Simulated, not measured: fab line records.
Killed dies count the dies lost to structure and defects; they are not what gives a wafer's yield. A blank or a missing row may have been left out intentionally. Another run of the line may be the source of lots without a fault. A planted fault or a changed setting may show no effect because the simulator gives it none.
Comparing a struck lot with a sound one	flow sky130	19 out of 708 route steps
Sound: wafers L508.2, L508.3, L508.6. Struck: wafer L521.6 (L521.3, L521.4, from the same lot, were not struck and are left out); the cause is given at the end.
Each step with rows lists, per side, the tool, then ch with its chambers, then its first start. Under that, the readings that differ: sound wafers	struck wafers	difference of the means	sigmas: that difference in standard deviations of wafers without a fault.
alike: same words and numbers on both sides, and readings whose means sit less than 2 such deviations apart. not compared: any withheld reading, any reading some wafer has no value for, any bound like >300 that may hide the same value, and any number with overlapping values for which the record gives no deviation.
The two part at a step that has a row with sigmas, a row that says differs or no value, or rows on one side only. Numbers that have no deviation but don't overlap get no sigmas and don't part them. A reading that every wafer of one side lacks parts them only if that side has two wafers or more.

first, 5 steps without rows for these wafers: SKY_VIA1_ETCH_15 (etches SiO2 in C4F8/O2/Ar, stops on TiN, target depth 351 nm, time 54 s); SKY_VIA1_STRIP_16 (strips in O2/N2); SKY_VIA1_STRIP_17 (strips in post etch residue remover, time 1200 s); SKY_VIA1_CLEAN_18 (cleans in IPA, time 180 s); SKY_VIA1_CLEAN_19 (cleans in O3/DIW).
SKY_VIA1_SPUTTER_20: material TiN, target thk 20 nm, time 80 s.
  sound: pvd_sputter-02 at day 35 00:47; struck: pvd_sputter-01 at day 39 00:41
  alike: chamber_pressure_pa, throttle_valve_pct
SKY_VIA1_CVD_21: deposits W, target thk 270 nm, time 80.902 s.
  sound on cvd_w-02 ch 0, day 35 00:52; struck on cvd_w-02 ch 0, day 39 00:46
  alike: heater_power_w
SKY_VIA1_RS_MEAS_22: uses a four-point probe to measure.
  sound: film_metro-04 at day 35 00:58; struck: film_metro-04 at day 39 00:52
  alike: VIA1_W_RS
SKY_VIA1_THK_MEAS_23: measures by xrf.
  sound: film_metro-04 at day 35 01:05; struck: film_metro-04 at day 39 00:58
  alike: VIA1_W_THK
SKY_VIA1_CMP_24: polishes, stops on SiO2, t overpolish 15 s, target thk 0 nm.
  sound on cmp-02 ch 0,1,3, day 35 01:11; struck on cmp-02 ch 1, day 39 01:01
  alike: motor_current_A, overpolish_run_s, retaining_ring_pressure_frac, slurry_flow_ml_min, time_to_endpoint_s
SKY_METAL2_SPUTTER_00: material Ti, target thk 15 nm, time 10 s.
  sound: pvd_sputter-03 at day 35 01:26; struck: pvd_sputter-04 at day 39 01:19
  alike: chamber_pressure_pa, throttle_valve_pct
then, 1 step without rows for these wafers: SKY_METAL2_SPUTTER_01 (material TiN, target thk 20 nm, time 16.7 s).
SKY_METAL2_SPUTTER_02: material AlCu, target thk 250 nm, time 13.3 s.
  sound: pvd_sputter-03 at day 35 01:29; struck: pvd_sputter-04 at day 39 01:22
reading	sound	struck	difference	sigmas
chamber_pressure_pa (Pa)	0.3990 0.3992 0.4005	0.2139	-0.1857	-99 or more
throttle_valve_pct (%)	29.5 29.9 29.4	42.3	+12.7	+17
model.AlCu_of_METAL2_SPUTTER_02.thk_nm (nm)	248.9 249.7 249	278.9	+29.7	
then, 1 step without rows for these wafers: SKY_METAL2_SPUTTER_03 (material Ti, target thk 5 nm, time 3.3 s).
SKY_METAL2_SPUTTER_04: material TiN, target thk 70 nm, time 58.3 s.
  sound: pvd_sputter-03 at day 35 01:31; struck: pvd_sputter-04 at day 39 01:24
  alike: chamber_pressure_pa, throttle_valve_pct
SKY_METAL2_RS_MEAS_05: uses a four-point probe to measure.
  sound: film_metro-01 at day 35 01:35; struck: film_metro-02 at day 39 01:29
reading	sound	struck	difference	sigmas
METAL2_ALCU_RS (ohm/sq)	0.1273 0.1271 0.1273	0.1098	-0.0174	-16
SKY_METAL2_THK_MEAS_06: measures by xrf.
  sound: film_metro-01 at day 35 01:42; struck: film_metro-02 at day 39 01:35
reading	sound	struck	difference	sigmas
METAL2_ALCU_THK (nm)	246.5 246.9 248.4	276.8	+29.5	+12
then, 1 step without rows for these wafers: SKY_METAL2_DEHYDRATE_07 (time 60 s).
-- the record jumps here: 11 days lie between the struck wafers' starts before and after (it left off in module METAL2 and takes up again in module PAD_OPEN, whose first step shown is number 708 of the route) --
SKY_PAD_OPEN_PROBE_99:
  sound: prober-02 at day 46 11:16; struck: prober-01 at day 49 15:25
reading	sound	struck	difference	sigmas
killed_at_contacts	32 36 44	18	-19	-3
model.etest.met2.line_ohm_um	0.9294 0.9131 0.9156	0.8154	-0.1040	
model.etest.met2.rs_ohm_sq	0.1286 0.1288 0.1289	0.1142	-0.0146	
  alike: defect_limited_yield, killed_at_M0_to_M3, killed_at_M4_up, killed_at_front_end, killed_at_other, killed_dies, killed_open, killed_short, sort_bin_3_pad_short, sort_bin_5_function, sort_bin_6_memory, sort_n_pass, sort_yield_pct

== WHERE THEY PART ==
At SKY_METAL2_SPUTTER_02 first; at SKY_PAD_OPEN_PROBE_99 last (within this record only).

WHY: what had been put in by the simulator
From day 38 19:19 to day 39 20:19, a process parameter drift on pvd_sputter-04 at SKY_METAL2_SPUTTER_02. From 0.4, the setting chamber_pressure_pa moved by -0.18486. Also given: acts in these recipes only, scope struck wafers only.
